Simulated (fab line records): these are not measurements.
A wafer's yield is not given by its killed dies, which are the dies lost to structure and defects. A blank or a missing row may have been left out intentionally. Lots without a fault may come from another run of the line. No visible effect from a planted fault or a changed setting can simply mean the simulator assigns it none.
Chamber matching	flow sky130	SKY_VIA2_CMP_02 on cmp-02 has 4 sister chambers
The step polishes SiO2. 8 wafers are shown with their chamber, then 7 later ones without.

== WAFERS WITH THEIR CHAMBER ==
wafer	chamber	motor-current-A (A)	slurry-flow-ml-min
L380.6	0	11.2	151.1
L381.6	0	11.2	150.6
L384.6	2	13.0	149.3
L385.1	3	11.9	150.0
L385.2	1	13.7	150.1
L385.6	3	11.2	150.5
L387.1	1	13.8	149.8
L387.2	2	12.7	150.4

== WAFERS WHOSE CHAMBER IS MISSING ==
wafer	motor-current-A (A)	slurry-flow-ml-min
L387.6	12.7	150.5
L395.2	13.3	149.8
L395.4	10.7	149.3
L395.5	12.7	149.8
L403.2	11.0	149.4
L403.3	10.9	149.4
L403.4	13.3	150.0

== WHICH CHAMBER EACH ONE RAN IN ==
wafer	from the rows above	in truth
L387.6	2	2
L395.2	can't be placed: 2 or 1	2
L395.4	can't be placed: 3 or 0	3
L395.5	2	2
L403.2	can't be placed: 3 or 0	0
L403.3	can't be placed: 3 or 0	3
L403.4	can't be placed: 1 or 2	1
Placed correctly: 2 of 7. Unplaceable from these rows: 5, with the true chamber sitting among the candidates in 5. Number placed wrongly: 0.
How it was worked out, from the rows above alone: a wafer's distance from a chamber is the root of the sum, over the readings, of the square of ((its reading less the chamber's mean) divided by the reading's scatter). The wafer belongs to the nearest chamber; if the next one is less than 2 further off, it can't be placed. The mean given for a chamber averages the wafers shown for that chamber. How the scatter is found: for the shown wafers, subtract from each reading the mean of its chamber, square and add these, divide the total by (wafers less chambers), then take the root.
